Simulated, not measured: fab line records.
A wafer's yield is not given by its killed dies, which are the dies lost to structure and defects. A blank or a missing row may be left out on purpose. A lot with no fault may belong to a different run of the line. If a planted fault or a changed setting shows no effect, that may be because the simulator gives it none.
The tool behind it: which one? || flow sky130 || Sampling: 15 lots, 43 wafers, 2 of 708 route steps

WHAT THE GAUGES READ, wafer by wafer
The record holds no reading of a measuring or inspecting step that can be judged against a usual standard deviation.

EACH LOT AND THE TOOL THAT RAN IT (in order: tool; ch and the chambers of the sampled wafers; start)
{"lot": "L625", "SKY_GATE_OXIDE_SOFTBAKE_06": "litho_track-04 ch 0, day 13 19:05", "SKY_GATE_OXIDE_STRIP_13": "plasma_asher-03 ch 0,1, day 14 10:00"}
{"lot": "L626", "SKY_GATE_OXIDE_SOFTBAKE_06": "litho_track-04 ch 0, day 14 04:20", "SKY_GATE_OXIDE_STRIP_13": "plasma_asher-01 ch 0,1, day 14 19:04"}
{"lot": "L627", "SKY_GATE_OXIDE_SOFTBAKE_06": "litho_track-03 ch 0, day 14 07:43", "SKY_GATE_OXIDE_STRIP_13": "plasma_asher-03 ch 0,1, day 14 22:12"}
{"lot": "L628", "SKY_GATE_OXIDE_SOFTBAKE_06": "litho_track-04 ch 0, day 14 17:41", "SKY_GATE_OXIDE_STRIP_13": "plasma_asher-03 ch 0,1, day 15 08:20"}
{"lot": "L629", "SKY_GATE_OXIDE_SOFTBAKE_06": "litho_track-04 ch 0, day 15 00:41", "SKY_GATE_OXIDE_STRIP_13": "plasma_asher-02 ch 0,1, day 15 16:09"}
{"lot": "L630", "SKY_GATE_OXIDE_SOFTBAKE_06": "litho_track-04 ch 0, day 15 13:16", "SKY_GATE_OXIDE_STRIP_13": "plasma_asher-02 ch 0,1, day 16 04:12"}
{"lot": "L632", "SKY_GATE_OXIDE_SOFTBAKE_06": "litho_track-03 ch 0, day 16 04:25", "SKY_GATE_OXIDE_STRIP_13": "plasma_asher-02 ch 0,1, day 16 20:26"}
{"lot": "L633", "SKY_GATE_OXIDE_SOFTBAKE_06": "litho_track-03 ch 0, day 16 19:07", "SKY_GATE_OXIDE_STRIP_13": "plasma_asher-03 ch 0,1, day 17 10:50"}
{"lot": "L636", "SKY_GATE_OXIDE_SOFTBAKE_06": "litho_track-03 ch 0, day 18 02:16", "SKY_GATE_OXIDE_STRIP_13": "plasma_asher-02 ch 0,1, day 18 16:54"}
{"lot": "L638", "SKY_GATE_OXIDE_SOFTBAKE_06": "litho_track-03 ch 0, day 18 19:13", "SKY_GATE_OXIDE_STRIP_13": "plasma_asher-01 ch 0, day 19 10:18"}
{"lot": "L639", "SKY_GATE_OXIDE_SOFTBAKE_06": "litho_track-03 ch 0, day 19 07:47", "SKY_GATE_OXIDE_STRIP_13": "plasma_asher-02 ch 0,1, day 20 00:00"}
{"lot": "L641", "SKY_GATE_OXIDE_SOFTBAKE_06": "litho_track-02 ch 0, day 19 20:47", "SKY_GATE_OXIDE_STRIP_13": "plasma_asher-03 ch 0,1, day 20 13:17"}
{"lot": "L643", "SKY_GATE_OXIDE_SOFTBAKE_06": "litho_track-02 ch 0, day 20 06:03", "SKY_GATE_OXIDE_STRIP_13": "plasma_asher-02 ch 0, day 20 22:56"}
{"lot": "L644", "SKY_GATE_OXIDE_SOFTBAKE_06": "litho_track-04 ch 0, day 20 19:47", "SKY_GATE_OXIDE_STRIP_13": "plasma_asher-01 ch 0,1, day 21 11:50"}
{"lot": "L648", "SKY_GATE_OXIDE_SOFTBAKE_06": "litho_track-02 ch 0, day 21 17:32", "SKY_GATE_OXIDE_STRIP_13": "plasma_asher-03 ch 0,1, day 22 09:10"}
- SKY_GATE_OXIDE_SOFTBAKE_06: time 60 s.
- SKY_GATE_OXIDE_STRIP_13: strips in O2/N2.

WHAT THE TOOLS THEMSELVES READ (means of the sampled wafers that have a number; where no wafer has one, the mark that the record gives instead)
SKY_GATE_OXIDE_SOFTBAKE_06.
{"lot": "L625", "tool": "litho_track-04", "heater_power_total_W (W)": 56.64, "resist_line_temp_C (C)": 22.94, "run_length_s (s)": 89.28}
{"lot": "L626", "tool": "litho_track-04", "heater_power_total_W (W)": 56.60, "resist_line_temp_C (C)": 23.14, "run_length_s (s)": 89.35}
{"lot": "L627", "tool": "litho_track-03", "heater_power_total_W (W)": 56.59, "resist_line_temp_C (C)": 22.91, "run_length_s (s)": 89.04}
{"lot": "L628", "tool": "litho_track-04", "heater_power_total_W (W)": 56.57, "resist_line_temp_C (C)": 22.99, "run_length_s (s)": 89.34}
{"lot": "L629", "tool": "litho_track-04", "heater_power_total_W (W)": 56.62, "resist_line_temp_C (C)": 23.02, "run_length_s (s)": 89.23}
{"lot": "L630", "tool": "litho_track-04", "heater_power_total_W (W)": 56.60, "resist_line_temp_C (C)": 22.88, "run_length_s (s)": 89.26}
{"lot": "L632", "tool": "litho_track-03", "heater_power_total_W (W)": 56.62, "resist_line_temp_C (C)": 23.08, "run_length_s (s)": 89.02}
{"lot": "L633", "tool": "litho_track-03", "heater_power_total_W (W)": 56.62, "resist_line_temp_C (C)": 22.79, "run_length_s (s)": 89.17}
{"lot": "L636", "tool": "litho_track-03", "heater_power_total_W (W)": 71.94, "resist_line_temp_C (C)": 22.99, "run_length_s (s)": 57.31}
{"lot": "L638", "tool": "litho_track-03", "heater_power_total_W (W)": 64.31, "resist_line_temp_C (C)": 23.05, "run_length_s (s)": 73.23}
{"lot": "L639", "tool": "litho_track-03", "heater_power_total_W (W)": 66.84, "resist_line_temp_C (C)": 23.10, "run_length_s (s)": 67.96}
{"lot": "L641", "tool": "litho_track-02", "heater_power_total_W (W)": 56.57, "resist_line_temp_C (C)": 22.98, "run_length_s (s)": 89.23}
{"lot": "L643", "tool": "litho_track-02", "heater_power_total_W (W)": 56.53, "resist_line_temp_C (C)": 23.02, "run_length_s (s)": 89.25}
{"lot": "L644", "tool": "litho_track-04", "heater_power_total_W (W)": 56.58, "resist_line_temp_C (C)": 22.93, "run_length_s (s)": 89.21}
{"lot": "L648", "tool": "litho_track-02", "heater_power_total_W (W)": 56.58, "resist_line_temp_C (C)": 22.97, "run_length_s (s)": 89.23}

SKY_GATE_OXIDE_STRIP_13.
{"lot": "L625", "tool": "plasma_asher-03", "drypump_motor_current_A (A)": 5.8, "oes_product_au (a.u.)": 0.715, "strip_time_to_endpoint_s (s)": 14.15}
{"lot": "L626", "tool": "plasma_asher-01", "drypump_motor_current_A (A)": 5.7, "oes_product_au (a.u.)": 0.714, "strip_time_to_endpoint_s (s)": 14.12}
{"lot": "L627", "tool": "plasma_asher-03", "drypump_motor_current_A (A)": 5.8, "oes_product_au (a.u.)": 0.716, "strip_time_to_endpoint_s (s)": 14.15}
{"lot": "L628", "tool": "plasma_asher-03", "drypump_motor_current_A (A)": 6.1, "oes_product_au (a.u.)": 0.713, "strip_time_to_endpoint_s (s)": 14.13}
{"lot": "L629", "tool": "plasma_asher-02", "drypump_motor_current_A (A)": 5.7, "oes_product_au (a.u.)": 0.715, "strip_time_to_endpoint_s (s)": 14.18}
{"lot": "L630", "tool": "plasma_asher-02", "drypump_motor_current_A (A)": 5.7, "oes_product_au (a.u.)": 0.713, "strip_time_to_endpoint_s (s)": 14.17}
{"lot": "L632", "tool": "plasma_asher-02", "drypump_motor_current_A (A)": 5.2, "oes_product_au (a.u.)": 0.716, "strip_time_to_endpoint_s (s)": 14.14}
{"lot": "L633", "tool": "plasma_asher-03", "drypump_motor_current_A (A)": 6.0, "oes_product_au (a.u.)": 0.714, "strip_time_to_endpoint_s (s)": 14.16}
{"lot": "L636", "tool": "plasma_asher-02", "drypump_motor_current_A (A)": 5.5, "oes_product_au (a.u.)": 0.715, "strip_time_to_endpoint_s (s)": 14.43}
{"lot": "L638", "tool": "plasma_asher-01", "drypump_motor_current_A (A)": 5.3, "oes_product_au (a.u.)": 0.714, "strip_time_to_endpoint_s (s)": 14.30}
{"lot": "L639", "tool": "plasma_asher-02", "drypump_motor_current_A (A)": 5.7, "oes_product_au (a.u.)": 0.718, "strip_time_to_endpoint_s (s)": 14.36}
{"lot": "L641", "tool": "plasma_asher-03", "drypump_motor_current_A (A)": 5.8, "oes_product_au (a.u.)": 0.710, "strip_time_to_endpoint_s (s)": 14.17}
{"lot": "L643", "tool": "plasma_asher-02", "drypump_motor_current_A (A)": 6.2, "oes_product_au (a.u.)": 0.716, "strip_time_to_endpoint_s (s)": 14.16}
{"lot": "L644", "tool": "plasma_asher-01", "drypump_motor_current_A (A)": 5.9, "oes_product_au (a.u.)": 0.713, "strip_time_to_endpoint_s (s)": 14.22}
{"lot": "L648", "tool": "plasma_asher-03", "drypump_motor_current_A (A)": 5.8, "oes_product_au (a.u.)": 0.718, "strip_time_to_endpoint_s (s)": 14.15}

THE ANSWER, worked out from the rows above alone
Rule: what is usual is taken from the lots themselves. Put in order of their means at a reading, lots are off if they are a third of the lots or fewer, leave a main group of 4 or more, and stand apart from it by a gap of 3 or more times the standard deviation of the main group's means; of several such gaps the widest counts. Not used: any main group whose means are identical at the precision the tables above print for the reading. Also off: a lot with no number at a reading for which 4 or more lots have one. Where the step has rows for the other lots, those lots are counted as sound. Order of review: gauges by route order, followed by the tools' own readings, for which a lot's mean as printed above is used. The first step at which some lot is off is used, and at that step the reading that is off furthest; a lot without a number counts as furthest.
Off at SKY_GATE_OXIDE_SOFTBAKE_06 (heater_power_total_W): L636, L638, L639. Mean 56.59 W and standard deviation 0.029 in the main group.
A tool fits if, at that step or a process step before it, it ran every lot that is off, and no sound lot after the first of them. One fits: litho_track-03 at SKY_GATE_OXIDE_SOFTBAKE_06. A fault onset in the window from L633 (day 16 19:07, its last sound lot) to L636 (day 18 02:16, its first lot off) fits.
The tool's own readings at SKY_GATE_OXIDE_SOFTBAKE_06 bear it out: on the lots that are off they differ by more than 5 times the standard deviation of the sound lots' means. heater_power_total_W reads 67.70 W there against 56.59 W on the sound lots; run_length_s reads 66.17 s there against 89.22 s on the sound lots.

WHAT THE SIMULATOR HAD PUT IN
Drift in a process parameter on litho_track-03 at SKY_GATE_OXIDE_SOFTBAKE_06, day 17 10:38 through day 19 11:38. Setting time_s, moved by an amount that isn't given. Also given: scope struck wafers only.
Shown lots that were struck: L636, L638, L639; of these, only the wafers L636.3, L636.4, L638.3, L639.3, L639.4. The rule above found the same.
